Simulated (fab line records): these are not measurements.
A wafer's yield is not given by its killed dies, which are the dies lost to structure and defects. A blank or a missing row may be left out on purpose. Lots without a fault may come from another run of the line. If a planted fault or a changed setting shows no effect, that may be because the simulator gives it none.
Matching of chambers    flow gf180mcu    GF_V1_CVD_02 on pecvd-02: 3 sister chambers
The step deposits SiO2 from TEOS, target thk 850 nm, time 94.851 s. 3 wafers are shown with their chamber, then 9 later ones without.

== WAFERS PAIRED WITH THEIR CHAMBERS ==
wafer   chamber  heaterPowerW (W)
L087.5  0        548
L088.3  1        621
L088.4  2        807

== WAFERS WITHOUT THEIR CHAMBER ==
wafer   heaterPowerW (W)
L092.2  703
L092.3  511
L092.4  538
L093.1  649
L093.3  842
L093.5  674
L094.1  520
L094.4  531
L094.5  559

== THE CHAMBER EACH PASSED THROUGH ==
wafer   from the rows above           in truth
L092.2  can't be placed: 1 or 2 or 0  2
L092.3  can't be placed: 0 or 1       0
L092.4  can't be placed: 0 or 1       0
L093.1  can't be placed: 1 or 0       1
L093.3  2                             2
L093.5  can't be placed: 1 or 0       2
L094.1  can't be placed: 0 or 1       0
L094.4  can't be placed: 0 or 1       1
L094.5  can't be placed: 0 or 1       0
Placed correctly: 1 of 9. Not placeable from these rows: 8 (in 7, the candidates include the true chamber). 0 placed wrongly.
How it was worked out, from the rows above alone: a wafer's distance from a chamber is the root of the sum, over the readings, of the square of ((its reading less the chamber's mean) divided by the reading's scatter). The wafer belongs to the nearest chamber; if the next one is less than 2 further off, it can't be placed. For every chamber, the mean is computed from those of its wafers that are shown. The scatter: with one shown wafer a chamber, the root of the mean of the squares of how far each hidden wafer lies from its nearest shown one.
